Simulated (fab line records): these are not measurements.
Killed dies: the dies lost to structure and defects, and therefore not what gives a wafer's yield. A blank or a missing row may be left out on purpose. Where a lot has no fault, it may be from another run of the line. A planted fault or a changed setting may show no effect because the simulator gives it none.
fab line records	flow sky130
record: lots: 6	wafers: 18	lastDay: 51
route steps=708 shown METAL5@671 PASSIVATION@681 PAD_OPEN@694
lots with no fault: from the same line, run without faults
startH: start of the lot's first displayed wafer, in hours after the record's first day	waitH: hours elapsed since this lot's preceding step	" repeats the value in the row above	L1.1+2: several wafers, shown together as one row	- no value, or no start was given	* or withheld: withheld	< > ~ a bound
route shown NAME@n: a module of which the file shows steps, and the number in the route of the first	usual: the fault-free wafers' mean and standard deviation	same: alike in all rows	chamber/n: place in a boat	sites: the reading at each site	_std_site: standard deviation of those values	_edge_site: the outer-site mean with the inner-site mean subtracted	radiusMm: for every site, how far away it sits from the centre of the wafer	mask NAME#n: copy n	behind: the tool/chamber that last shaped the wafer	hold: what put the lot on hold/how long, in hours/how the hold closed	device: whichever transistor did not switch (one of n, p or np)	end of line: the tests these same wafers got at the end of their route	a step given without rows: its recipe and nothing more	killed: not the wafer's yield, but the dies lost to structure and defects at the first sort	map: per-die view of a wafer (x killed, . not killed, _ where there is no die)
set.NAME: the setting that was run; set.NAME@STEP: the one run at that earlier step	model.NAME: the simulator's own value behind a step, which no gauge read
lots at selected steps of the route; one table per step, one row per wafer
services: a tool's chamber out of use, with start hour (startH, from the record's first day; less than 0 if before it), hours out, and reason
== steps ==
step: SKY_METAL5_SOFTBAKE_10
recipe: tempC: 90	timeS: 60	resist: NOVOLAK
step: SKY_METAL5_EXPOSE_11
recipe: maskId: MM5	na: 0.6	sourceShape: conventional	sigmaOuter: 0.6	polarization: unpolarized	targetCdNm: 1600	doseMj: 190
step: SKY_METAL5_PEB_12
recipe: tempC: withheld	timeS: *	resist: NOVOLAK
step: SKY_METAL5_DEVELOP_13
recipe: resist: NOVOLAK	developer: TMAH	developTimeS: 60	devTempC: 23
step: SKY_METAL5_DESCUM_14
recipe: chemistry: O2	sourcePowerW: 150	biasPowerW: 0	pressureMtorr: 10	tempC: 40	timeS: 11
usual: drypumpMotorCurrentA: 5.94/0.26	oesProductAu: 1.004/0.007
lot.wafer	tool	chamber	startH	waitH	drypumpMotorCurrentA	oesProductAu	rfHoursCounterH
L768.2	rieMetal-03	0	1068.51	0.1	6.22	1.007	12
L768.3	"	0	"	"	6.20	1.001	-
L768.4	"	1	"	"	5.64	1.004	-
L769.1	rieMetal-02	0	1072.79	0.1	5.87	1.000	15
L769.2	"	1	"	"	6.12	1.015	4
L769.4	"	0	"	"	5.87	1.005	-
L771.4	rieMetal-03	1	1083.87	0.1	5.64	1.012	-
L771.5	"	1	"	"	5.63	0.998	-
L771.6	"	0	"	"	6.22	1.006	-
L781.3	rieMetal-02	0	1145.37	0.1	5.81	0.997	-
L781.5	"	0	"	"	5.85	1.009	-
L781.6	"	1	"	"	6.04	1.000	-
L786.1	rieMetal-03	0	1165.86	0.1	6.21	1.006	20
L786.4	"	0	"	"	6.19	1.007	-
L786.5	"	0	"	"	6.21	1.006	-
L787.1	rieMetal-03	0	1174.81	0.1	6.20	1.010	21
L787.4	"	0	"	"	6.18	1.003	-
L787.5	"	0	"	"	6.20	1.012	-
step: SKY_METAL5_METAL_ETCH_15
recipe: targetDepthA: 12600	stopOn: SiO2	overEtchFrac: 0.2	timeS: 252	chemistry: Cl2/BCl3	resistSidewallDeg: 86	pressureMtorr: 10	icpW: 900	biasW: 48.5	Cl2_flow_sccm: 60	bcl3FlowSccm: 30
usual: bcl3FlowSccm: 30.01/0.093	drypumpMotorCurrentA: 5.94/0.26	oesProductAu: 0.894/0.0049	throttleValvePct: 22.264/0.0096
lot.wafer	tool	chamber	startH	waitH	bcl3FlowSccm	drypumpMotorCurrentA	oesProductAu	rfHoursCounterH	throttleValvePct
L768.2	rieMetal-03	0	1068.54	0.0	29.98	6.21	0.897	12	22.273
L768.3	"	0	"	"	30.01	6.22	0.892	-	22.265
L768.4	"	1	"	"	30.10	5.65	0.897	-	22.259
L769.1	rieMetal-02	0	1072.83	0.0	30.09	5.86	0.894	15	22.275
L769.2	"	1	"	"	30.03	6.08	0.888	4	22.263
L769.4	"	0	"	"	30.09	5.89	0.895	-	22.271
L771.4	rieMetal-03	1	1083.97	0.1	30.08	5.64	0.899	-	22.261
L771.5	"	1	"	"	29.96	5.63	0.890	-	22.269
L771.6	"	0	"	"	30.02	6.19	0.897	-	22.242
L781.3	rieMetal-02	0	1145.48	0.1	30.13	5.86	0.899	-	22.267
L781.5	"	0	"	"	30.03	5.89	0.892	-	22.266
L781.6	"	1	"	"	30.04	6.04	0.897	-	22.261
L786.1	rieMetal-03	0	1165.93	0.1	30.05	6.21	0.898	20	22.253
L786.4	"	0	"	"	30.13	6.21	0.893	-	22.270
L786.5	"	0	"	"	30.13	6.23	0.888	-	22.273
L787.1	rieMetal-03	0	1174.88	0.1	29.96	6.21	0.898	21	22.253
L787.4	"	0	"	"	29.94	6.22	0.909	-	22.255
L787.5	"	0	"	"	30.09	6.23	0.897	-	22.264
step: SKY_METAL5_STRIP_16
recipe: chemistry: O2/N2	powerW: 1400	pressureMtorr: 1500	platenTempC: withheld	o2FlowSccm: 3000	n2FlowSccm: 300	overashFraction: 0.5
step: SKY_METAL5_STRIP_17
recipe: chemistry: postEtchResidueRemover	timeS: 1200	tempC: 72.5
step: SKY_METAL5_CLEAN_18
recipe: chemistry: IPA	timeS: 180	tempC: 25
step: SKY_METAL5_CLEAN_19
recipe: chemistry: O3/DIW	dry: n2Spin
step: SKY_PASSIVATION_CVD_00
recipe: material: SiO2	targetThkNm: 90	tempC: 400	timeS: withheld	rfW: 600
usual: heaterPowerOuterW: 372/72	heaterPowerW: 632/93
lot.wafer	tool	chamber	startH	waitH	heaterPowerOuterW	heaterPowerW
L768.2	pecvd-03	0	1069.38	0.0	434	669
L768.3	"	2	"	"	237	458
L768.4	"	1	"	"	394	632
L769.1	pecvd-04	1	1075.00	0.0	376	564
L769.2	"	2	"	"	288	538
L769.4	"	1	"	"	394	570
L771.4	pecvd-02	1	1085.14	0.0	283	575
L771.5	"	0	"	"	366	657
L771.6	"	2	"	"	447	795
L781.3	pecvd-03	1	1146.23	0.0	345	561
L781.5	"	1	"	"	353	590
L781.6	"	2	"	"	245	466
L786.1	pecvd-03	1	1166.99	0.0	423	690
L786.4	"	2	"	"	215	404
L786.5	"	0	"	"	353	558
L787.1	pecvd-03	1	1175.94	0.0	347	559
L787.4	"	2	"	"	238	464
L787.5	"	0	"	"	430	646
step: SKY_PASSIVATION_THK_MEAS_01
recipe: reads: SiO2_of_PASSIVATION_CVD_00
usual: PASSIVATION_CVD_00_THK: 89.9/1.3
lot.wafer	tool	chamber	startH	waitH	PASSIVATION_CVD_00_THK[nm]
L768.2	filmMetro-03	-	1069.41	-	88.4
L768.3	"	-	"	"	88.7
L768.4	"	-	"	"	90.7
L769.1	filmMetro-03	-	1075.02	-	90.0
L769.2	"	-	"	"	87.4
L769.4	"	-	"	"	90.0
L771.4	filmMetro-02	-	1085.18	-	91.2
L771.5	"	-	"	"	91.7
L771.6	"	-	"	"	90.1
L781.3	filmMetro-01	-	1146.28	-	91.6
L781.5	"	-	"	"	90.7
L781.6	"	-	"	"	90.4
L786.1	filmMetro-03	-	1167.02	-	89.9
L786.4	"	-	"	"	91.5
L786.5	"	-	"	"	91.1
L787.1	filmMetro-03	-	1175.97	-	88.9
L787.4	"	-	"	"	91.1
L787.5	"	-	"	"	90.5
step: SKY_PASSIVATION_CVD_02
recipe: material: Si3N4	targetThkNm: 540	tempC: 400	timeS: withheld	rfW: 450
usual: heaterPowerOuterW: 394/81	heaterPowerW: 667/100
lot.wafer	tool	chamber	startH	waitH	heaterPowerOuterW	heaterPowerW
L768.2	pecvd-04	1	1069.46	0.0	-	-
L768.3	"	0	"	"	-	-
L768.4	"	2	"	"	-	-
L769.1	pecvd-02	0	1075.08	0.1	-	-
L769.2	"	1	"	"	-	-
L769.4	"	1	"	"	-	-
L771.4	pecvd-03	2	1085.32	0.1	234	457
L771.5	"	1	"	"	462	712
L771.6	"	2	"	"	267	496
L781.3	pecvd-02	0	1146.32	0.0	370	678
L781.5	"	0	"	"	394	693
L781.6	"	2	"	"	486	808
L786.1	pecvd-02	1	1167.08	0.1	367	688
L786.4	"	2	"	"	406	696
L786.5	"	0	"	"	383	705
L787.1	pecvd-02	0	1176.03	0.1	420	725
L787.4	"	2	"	"	519	815
L787.5	"	0	"	"	433	753
step: SKY_PASSIVATION_DEHYDRATE_04
recipe: tempC: 200	timeS: 60
step: SKY_PASSIVATION_HMDS_05
recipe: primeTimeS: 60	primeTempC: 120
step: SKY_PASSIVATION_COAT_06
recipe: spinRpm: 2000	resistThkNm: 3000
step: SKY_PASSIVATION_SOFTBAKE_07
recipe: tempC: 110	timeS: withheld
step: SKY_PASSIVATION_EXPOSE_08
recipe: maskId: NSM	targetCdNm: 3000	na: 0.57	doseMj: 260
step: SKY_PASSIVATION_PEB_09
recipe: tempC: 115	timeS: withheld
step: SKY_PASSIVATION_DEVELOP_10
recipe: developTimeS: 60	devTempC: 23
step: SKY_PASSIVATION_ETCH_11
recipe: chemistry: CF4/O2	targetDepthNm: 725	stopOn: AlCu	sourceW: 800	biasW: 150	pressureMtorr: 150	cf4FlowSccm: 80	O2_flow_sccm: 10	timeS: 161.1
usual: drypumpMotorCurrentA: 6.0/0.59	oesProductAu: 0.978/0.0064	throttleValvePct: 5.965/0.0099
lot.wafer	tool	chamber	startH	waitH	drypumpMotorCurrentA	oesProductAu	rfHoursCounterH	throttleValvePct	model.PASSIVATION.featureDepthNm	model.etch.depthNm
L768.2	rieDiel-01	3	1091.62	-	5.5	0.991	9	5.985	725	725
L768.3	"	1	"	"	6.0	0.994	1	5.962	725	725
L768.4	"	2	"	"	6.3	0.985	18	5.978	725	725
L769.1	rieDiel-01	1	1097.01	-	6.0	0.984	1	5.966	718.5	718.5
L769.2	"	3	"	"	5.6	0.978	9	5.973	723.2	723.2
L769.4	"	0	"	"	5.7	0.983	16	5.960	718.4	718.4
L771.4	rieDiel-04	2	1106.20	-	6.6	0.980	-	5.955	710.2	710.2
L771.5	"	3	"	"	6.7	0.986	-	5.965	712.4	712.4
L771.6	"	1	"	"	6.0	0.979	-	5.958	702.4	702.4
L781.3	rieDiel-04	1	1165.51	-	6.0	0.977	20	5.965	702.7	702.7
L781.5	"	0	"	"	4.9	0.986	-	5.973	714.3	714.3
L781.6	"	3	"	"	6.7	0.975	-	5.965	710.5	710.5
L786.1	rieDiel-04	1	1185.09	-	6.0	0.971	21	5.959	692.6	692.6
L786.4	"	2	"	"	6.5	0.981	29	5.953	710.1	710.1
L786.5	"	2	"	"	6.5	0.978	-	5.965	703.9	703.9
L787.1	rieDiel-03	1	1193.44	-	6.2	0.991	5	5.974	707.3	707.3
L787.4	"	2	"	"	5.9	0.980	10	5.963	707.9	707.9
L787.5	"	1	"	"	6.2	0.985	-	5.965	708.8	708.8
step: SKY_PASSIVATION_STRIP_12
recipe: chemistry: O2/N2	powerW: 1400	pressureMtorr: 1500	platenTempC: withheld	overashFraction: 0.7	o2FlowSccm: 3000	n2FlowSccm: 300
usual: drypumpMotorCurrentA: 5.5/0.4	oesProductAu: 0.661/0.0047	stripTimeToEndpointS: 31.58/0.13
lot.wafer	tool	chamber	startH	waitH	drypumpMotorCurrentA	oesProductAu	rfHoursCounterH	stripTimeToEndpointS
L768.2	plasmaAsher-03	1	1091.73	0.1	5.2	0.660	69	31.32
L768.3	"	0	"	"	5.4	0.658	-	31.30
L768.4	"	1	"	"	5.2	0.657	-	31.27
L769.1	plasmaAsher-04	0	1097.11	0.1	5.2	0.658	3	31.64
L769.2	"	1	"	"	6.1	0.666	3	31.70
L769.4	"	1	"	"	6.1	0.665	-	31.70
L771.4	plasmaAsher-04	1	1106.28	0.0	6.1	0.660	-	31.44
L771.5	"	0	"	"	5.3	0.667	-	31.47
L771.6	"	1	"	"	6.1	0.661	-	31.35
L781.3	plasmaAsher-04	1	1165.65	0.1	6.1	0.664	-	31.52
L781.5	"	0	"	"	5.3	0.657	-	31.71
L781.6	"	1	"	"	6.1	0.668	-	31.73
L786.1	plasmaAsher-04	0	1185.20	0.1	5.3	0.667	11	31.42
L786.4	"	0	"	"	5.3	0.668	-	31.71
L786.5	"	1	"	"	6.1	0.666	-	31.62
L787.1	plasmaAsher-04	0	1193.55	0.1	5.3	0.661	12	31.67
L787.4	"	1	"	"	6.1	0.655	-	31.49
L787.5	"	1	"	"	6.1	0.658	-	31.50
step: SKY_PAD_OPEN_DEHYDRATE_00
recipe: tempC: 200	timeS: 60
step: SKY_PAD_OPEN_HMDS_01
recipe: primeTimeS: 60	primeTempC: 120
step: SKY_PAD_OPEN_COAT_02
recipe: spinRpm: 2000	resistThkNm: 3000
step: SKY_PAD_OPEN_SOFTBAKE_03
recipe: tempC: 110	timeS: withheld
step: SKY_PAD_OPEN_EXPOSE_04
recipe: maskId: PDM	targetCdNm: 60000	na: 0.57	doseMj: 260
step: SKY_PAD_OPEN_PEB_05
recipe: tempC: 115	timeS: withheld
step: SKY_PAD_OPEN_DEVELOP_06
recipe: developTimeS: 60	devTempC: 23
step: SKY_PAD_OPEN_ETCH_07
recipe: chemistry: CF4/O2	targetDepthNm: 725	stopOn: AlCu	sourceW: 800	biasW: 150	pressureMtorr: 150	cf4FlowSccm: 80	O2_flow_sccm: 10	timeS: 161.1
usual: drypumpMotorCurrentA: 5.9/0.64	oesProductAu: 0.978/0.0063	throttleValvePct: 5.965/0.0091
lot.wafer	tool	chamber	startH	waitH	drypumpMotorCurrentA	oesProductAu	rfHoursCounterH	throttleValvePct	model.PAD_OPEN.featureDepthNm	model.etch.depthNm
L768.2	rieDiel-04	0	1112.41	-	4.9	0.985	15	5.960	716.7	716.7
L768.3	"	1	"	"	6.0	0.988	18	5.955	725	725
L768.4	"	3	"	"	6.7	0.980	15	5.963	720.2	720.2
L769.1	rieDiel-04	3	1117.22	-	6.7	0.990	15	5.981	718.5	718.5
L769.2	"	1	"	"	6.0	0.985	18	5.964	723.4	723.4
L769.4	"	0	"	"	4.8	0.970	15	5.966	713.4	713.4
L771.4	rieDiel-03	2	1126.56	-	5.9	0.986	7	5.948	710.2	710.2
L771.5	"	2	"	"	5.9	0.994	-	5.993	712.4	712.4
L771.6	"	1	"	"	6.2	0.976	-	5.964	702.4	702.4
L781.3	rieDiel-03	2	1182.41	-	5.9	0.971	9	5.970	702.7	702.7
L781.5	"	0	"	"	6.7	0.986	-	5.956	710.2	710.2
L781.6	"	1	"	"	6.2	0.978	-	5.969	710.6	710.6
L786.1	rieDiel-04	1	1202.17	-	6.0	0.970	21	5.950	692.6	692.6
L786.4	"	2	"	"	6.6	0.984	29	5.977	710.1	710.1
L786.5	"	0	"	"	4.8	0.971	-	5.962	703.9	703.9
L787.1	rieDiel-03	1	1210.31	-	6.2	0.979	6	5.974	707.3	707.3
L787.4	"	2	"	"	5.8	0.984	10	5.983	707.9	707.9
L787.5	"	2	"	"	5.9	0.971	-	5.986	708.8	708.8
step: SKY_PAD_OPEN_STRIP_08
recipe: chemistry: O2/N2	powerW: 1400	pressureMtorr: 1500	platenTempC: withheld	overashFraction: 0.7	o2FlowSccm: 3000	n2FlowSccm: 300
usual: drypumpMotorCurrentA: 5.7/0.4	oesProductAu: 0.662/0.0041
lot.wafer	tool	chamber	startH	waitH	drypumpMotorCurrentA	oesProductAu	rfHoursCounterH
L768.2	plasmaAsher-03	0	1112.51	0.1	5.4	0.659	72
L768.3	"	0	"	"	5.5	0.663	-
L768.4	"	1	"	"	5.2	0.666	-
L769.1	plasmaAsher-03	0	1117.33	0.1	5.5	0.661	72
L769.2	"	1	"	"	5.2	0.656	72
L769.4	"	0	"	"	5.4	0.662	-
L771.4	plasmaAsher-03	1	1126.70	0.1	5.2	0.664	-
L771.5	"	0	"	"	5.4	0.668	-
L771.6	"	1	"	"	5.2	0.666	-
L781.3	plasmaAsher-01	0	1182.55	0.1	6.0	0.665	-
L781.5	"	1	"	"	5.1	0.671	-
L781.6	"	0	"	"	6.0	0.664	-
L786.1	plasmaAsher-02	1	1202.28	0.1	6.1	0.661	108
L786.4	"	0	"	"	6.0	0.655	-
L786.5	"	0	"	"	6.0	0.661	-
L787.1	plasmaAsher-01	0	1210.42	0.1	5.9	0.660	45
L787.4	"	1	"	"	5.1	0.654	-
L787.5	"	1	"	"	5.1	0.659	-
step: SKY_PAD_OPEN_PROBE_99
usual: defectLimitedYield: 82.3/1.8	killed_at_M0_to_M3: 43/6.9	killed_at_M4_up: 3.2/1.6	killedAtContacts: 25/5.1	killedAtFrontEnd: 16/4.5	killedDies: 87/8.9	killedOpen: 48/6.9	killedShort: 39/6.3	sort_bin_3_pad_short: 0.8/0.4	sort_bin_5_function: 10.5/1.4	sort_bin_6_memory: 6.4/1.1	sortNPass: 405/8.9	sortYieldPct: 82.3/1.8
same: grossDies: 492	killedAtBackSide: 0	killedAtOther: 0	sort_bin_4_leakage[%]: 0	sort_bin_8_speed[%]: 0
lot.wafer	tool	chamber	startH	waitH	defectLimitedYield[%]	killed_at_M0_to_M3	killed_at_M4_up	killedAtContacts	killedAtFrontEnd	killedDies	killedOpen	killedShort	sort_bin_3_pad_short[%]	sort_bin_5_function[%]	sort_bin_6_memory[%]	sortNPass	sortYieldPct[%]
L768.2	prober-01	-	1114.80	0.1	83.5	37	3	27	14	81	51	30	0.6	9.3	6.5	411	83.5
L768.3	prober-01	-	1114.85	0.2	83.3	43	1	27	11	82	43	38	1.2	9.3	6.1	410	83.3
L768.4	prober-01	-	1114.90	0.2	79.7	45	3	29	23	100	59	41	0.8	11.8	7.7	392	79.7
L769.1	prober-02	-	1119.54	0.1	81.9	46	4	28	11	89	51	38	0.6	10.0	7.5	403	81.9
L769.2	prober-02	-	1119.59	0.1	81.7	49	5	25	11	90	42	48	1.2	9.6	7.5	402	81.7
L769.4	prober-02	-	1119.69	0.2	82.7	49	4	21	11	85	53	32	1.0	10.4	5.9	407	82.7
L771.4	prober-01	-	1129.03	0.2	78.9	58	6	15	25	104	62	42	0.4	12.6	8.1	388	78.9
L771.5	prober-01	-	1129.08	0.2	81.3	37	6	31	18	92	49	43	0.6	11.4	6.7	400	81.3
L771.6	prober-01	-	1129.13	0.2	80.1	54	4	20	20	98	54	44	0.6	11.4	7.9	394	80.1
L781.3	prober-01	-	1184.83	0.2	81.5	46	1	29	15	91	48	43	1.2	10.4	6.9	401	81.5
L781.5	prober-01	-	1184.93	0.2	81.9	41	2	29	17	89	54	35	0.6	12.4	5.1	403	81.9
L781.6	prober-01	-	1184.98	0.2	82.9	42	1	23	18	84	53	31	0.6	11.4	5.1	408	82.9
L786.1	prober-01	-	1204.49	0.1	82.1	40	0	32	16	88	46	42	1.2	9.6	7.1	404	82.1
L786.4	prober-01	-	1204.64	0.2	79.9	47	3	25	24	99	53	46	1.4	13.4	5.3	393	79.9
L786.5	prober-01	-	1204.69	0.2	83.5	35	1	28	17	81	39	42	0.6	10.8	5.1	411	83.5
L787.1	prober-01	-	1212.65	0.1	82.7	37	2	24	22	85	45	40	0.2	8.3	8.7	407	82.7
L787.4	prober-01	-	1212.80	0.2	84.6	37	0	21	18	76	43	32	1.0	10.2	4.3	416	84.6
L787.5	prober-01	-	1212.85	0.2	85.8	39	1	23	7	70	40	30	0.8	9.3	4.1	422	85.8
killed by level:class
L768.2 CONTACT:geometricParticle:open=14 VIA1:geometricParticle:open=13 LI_CONTACT:geometricParticle:open=6 FIELD_ISO:geometricParticle:short=5 VIA2:geometricParticle:open=5 VIA1:geometricParticle:short=4 FIELD_ISO:geometricParticle:open=3 POLY_GATE:geometricParticle:short=3
L768.3 CONTACT:geometricParticle:open=10 VIA1:geometricParticle:open=8 METAL1:geometricParticle:short=7 LI_CONTACT:geometricParticle:open=6 LOCAL_INTERCONNECT:geometricParticle:short=6 VIA2:geometricParticle:open=6 VIA3:geometricParticle:open=5 METAL3:geometricParticle:short=5
L768.4 CONTACT:geometricParticle:open=13 VIA2:geometricParticle:open=9 VIA1:geometricParticle:open=8 FIELD_ISO:geometricParticle:open=6 METAL1:geometricParticle:short=6 VIA3:geometricParticle:open=6 FIELD_ISO:geometricParticle:short=5 LI_CONTACT:geometricParticle:open=5
L769.1 VIA1:geometricParticle:open=12 CONTACT:geometricParticle:open=10 LI_CONTACT:geometricParticle:short=7 VIA3:geometricParticle:open=7 LOCAL_INTERCONNECT:geometricParticle:short=6 METAL2:geometricParticle:short=6 VIA1:geometricParticle:short=4 VIA2:geometricParticle:short=4
L769.2 VIA1:geometricParticle:open=9 METAL2:geometricParticle:short=8 LOCAL_INTERCONNECT:geometricParticle:short=7 LI_CONTACT:geometricParticle:open=6 CONTACT:geometricParticle:open=6 VIA2:geometricParticle:open=6 METAL1:geometricParticle:short=5 VIA2:geometricParticle:short=5
L769.4 VIA1:geometricParticle:open=11 VIA3:geometricParticle:open=11 CONTACT:geometricParticle:open=10 VIA2:geometricParticle:open=6 METAL2:geometricParticle:short=6 FIELD_ISO:geometricParticle:short=4 LI_CONTACT:geometricParticle:open=4 VIA1:geometricParticle:short=4
L771.4 VIA1:geometricParticle:open=14 VIA1:geometricParticle:short=9 CONTACT:geometricParticle:open=9 VIA3:geometricParticle:open=9 METAL1:geometricParticle:short=7 POLY_GATE:geometricParticle:short=6 FIELD_ISO:geometricParticle:open=5 LI_CONTACT:geometricParticle:open=5
L771.5 CONTACT:geometricParticle:open=11 LI_CONTACT:geometricParticle:open=9 VIA1:geometricParticle:open=9 FIELD_ISO:geometricParticle:short=7 LOCAL_INTERCONNECT:geometricParticle:short=6 METAL2:geometricParticle:short=5 METAL1:geometricParticle:short=4 VIA3:geometricParticle:short=4
L771.6 VIA1:geometricParticle:open=12 CONTACT:geometricParticle:open=9 VIA1:geometricParticle:short=9 METAL1:geometricParticle:short=8 VIA3:geometricParticle:open=7 LI_CONTACT:geometricParticle:open=6 SPACER:geometricParticle:open=4 METAL4:geometricParticle:short=4
L781.3 VIA1:geometricParticle:open=10 LI_CONTACT:geometricParticle:open=9 CONTACT:geometricParticle:open=8 VIA2:geometricParticle:short=8 CONTACT:geometricParticle:short=7 VIA2:geometricParticle:open=7 METAL2:geometricParticle:short=6 POLY_GATE:geometricParticle:short=4
L781.5 CONTACT:geometricParticle:open=11 LI_CONTACT:geometricParticle:open=10 VIA1:geometricParticle:open=9 VIA2:geometricParticle:open=7 VIA3:geometricParticle:open=7 VIA1:geometricParticle:short=6 FIELD_ISO:geometricParticle:short=5 CONTACT:geometricParticle:short=5
L781.6 VIA1:geometricParticle:open=11 CONTACT:geometricParticle:open=9 VIA2:geometricParticle:open=7 VIA3:geometricParticle:open=6 METAL1:geometricParticle:short=6 POLY_GATE:geometricParticle:open=5 LI_CONTACT:geometricParticle:open=5 LOCAL_INTERCONNECT:geometricParticle:short=5
L786.1 CONTACT:geometricParticle:open=12 LI_CONTACT:geometricParticle:open=8 METAL1:geometricParticle:short=8 VIA2:geometricParticle:open=7 CONTACT:geometricParticle:short=6 VIA1:geometricParticle:open=6 VIA1:geometricParticle:short=6 FIELD_ISO:geometricParticle:short=4
L786.4 CONTACT:geometricParticle:open=12 FIELD_ISO:geometricParticle:short=10 METAL1:geometricParticle:short=9 FIELD_ISO:geometricParticle:open=8 LI_CONTACT:geometricParticle:open=8 VIA3:geometricParticle:open=7 VIA2:geometricParticle:open=7 VIA1:geometricParticle:short=6
L786.5 CONTACT:geometricParticle:open=13 VIA1:geometricParticle:open=8 FIELD_ISO:geometricParticle:short=7 LOCAL_INTERCONNECT:geometricParticle:short=5 VIA1:geometricParticle:short=5 VIA3:geometricParticle:open=5 LI_CONTACT:geometricParticle:open=4 CONTACT:geometricParticle:short=4
L787.1 CONTACT:geometricParticle:open=11 FIELD_ISO:geometricParticle:short=9 LI_CONTACT:geometricParticle:open=6 VIA2:geometricParticle:open=6 VIA2:geometricParticle:short=6 VIA1:geometricParticle:open=5 VIA3:geometricParticle:open=5 FIELD_ISO:geometricParticle:open=4
L787.4 LI_CONTACT:geometricParticle:open=10 VIA1:geometricParticle:open=8 VIA1:geometricParticle:short=6 VIA2:geometricParticle:open=6 CONTACT:geometricParticle:open=5 METAL1:geometricParticle:short=5 VIA3:geometricParticle:open=4 SONOS_ONO:geometricParticle:open=4
L787.5 CONTACT:geometricParticle:open=9 VIA3:geometricParticle:open=9 VIA1:geometricParticle:open=7 METAL2:geometricParticle:short=5 FIELD_ISO:geometricParticle:short=4 CONTACT:geometricParticle:short=4 LI_CONTACT:geometricParticle:open=4 LI_CONTACT:geometricParticle:short=3
== services ==
tool	chamber	startH	hours	kind
rieMetal-02	1	1045.82	5.2	repair
plasmaAsher-04	-	1055.25	9.0	pm
plasmaAsher-04	0	1055.25	9.0	ventCycle
pecvd-03	0	1084.84	74.5	repair
pecvd-04	-	1087.52	28.1	pm
plasmaAsher-01	-	1090.32	3.4	repair
rieDiel-04	0	1100.79	10.7	repair
pecvd-04	-	1119.36	0.6	repair
pecvd-03	-	1135.99	1.5	repair
pecvd-03	-	1158.26	2.8	pm
rieMetal-03	0	1158.97	1.2	repair
rieMetal-03	1	1161.36	-	clean
rieMetal-03	1	1161.36	-	consumableReplace:focusRing
rieMetal-03	1	1161.36	14.8	scheduledDown
rieMetal-03	1	1161.36	14.8	ventCycle
plasmaAsher-04	-	1167.40	2.8	pm
rieDiel-01	1	1167.49	29.9	repair
rieDiel-01	2	1176.97	22.8	repair
plasmaAsher-01	-	1180.23	1.5	repair
rieDiel-03	0	1184.93	4.5	repair
rieMetal-03	-	1185.10	0.4	repair
rieDiel-03	2	1186.22	6.6	repair
pecvd-04	2	1187.60	8.3	repair
pecvd-04	0	1209.21	4.1	repair
== key ==
firstSign: step: SKY_PASSIVATION_CVD_02	reading: toolRecord	direction: missing
effect none on later readings
modelEffect: step: SKY_PASSIVATION_ETCH_11	value: PASSIVATION.featureDepthNm	without: 701.8	struck: 722.5
modelEffect: step: SKY_PAD_OPEN_ETCH_07	value: PAD_OPEN.featureDepthNm	without: 701.8	struck: 719.5
metAt SKY_PASSIVATION_CVD_02
struckWafers L768.2,L768.3,L768.4,L769.1,L769.2,L769.4
fault: kind: skippedStepWhole	tool: pecvd-02,pecvd-04	chamber: -	onsetH: 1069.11	steps: SKY_PASSIVATION_CVD_02	scope: struckLotsOnly
